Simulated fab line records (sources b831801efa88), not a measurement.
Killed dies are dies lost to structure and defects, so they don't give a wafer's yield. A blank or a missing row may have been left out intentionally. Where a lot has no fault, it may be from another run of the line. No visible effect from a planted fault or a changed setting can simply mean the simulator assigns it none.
Which tool did it? / flow sky130 / 6 lots (18 wafers sampled), 1 step of a 708-step route

WHAT EACH GAUGE READ, for each wafer
SKY_DNWELL_TW_MEAS_09.
lot=L124; measured=day 3 07:02; on=filmMetro-01; DNWELL_TW=1093 1095 1095
lot=L127; measured=day 4 00:51; on=filmMetro-02; DNWELL_TW=1124 1121 1131
lot=L131; measured=day 4 19:11; on=filmMetro-02; DNWELL_TW=1114 1118 1108
lot=L133; measured=day 5 17:14; on=filmMetro-01; DNWELL_TW=1081 1081 1084
lot=L136; measured=day 6 03:13; on=filmMetro-04; DNWELL_TW=1106 1108 1105
lot=L138; measured=day 6 10:02; on=filmMetro-02; DNWELL_TW=1109 1114 1120

TOOL THAT RAN EACH LOT (tool first, then ch and the chambers of the sampled wafers, then the start)
Before these readings, the record contains no process step.

THE ANSWER, worked out from the rows above alone
Rule: the usual values come from the lots themselves. Put in order of their means at a reading, lots are off if they are a third of the lots or fewer, leave a main group of 4 or more, and stand apart from it by a gap of 3 or more times the standard deviation of the main group's means; of several such gaps the widest counts. A main group is skipped when, at the precision printed for the reading in the tables above, its means are all equal. A lot without any number at a reading at which 4 lots or more have one is off too. Where the step has rows for the other lots, those lots are counted as sound.
No lot is off at any reading shown: from this, nothing can be told.

WHAT THE SIMULATOR PUT IN
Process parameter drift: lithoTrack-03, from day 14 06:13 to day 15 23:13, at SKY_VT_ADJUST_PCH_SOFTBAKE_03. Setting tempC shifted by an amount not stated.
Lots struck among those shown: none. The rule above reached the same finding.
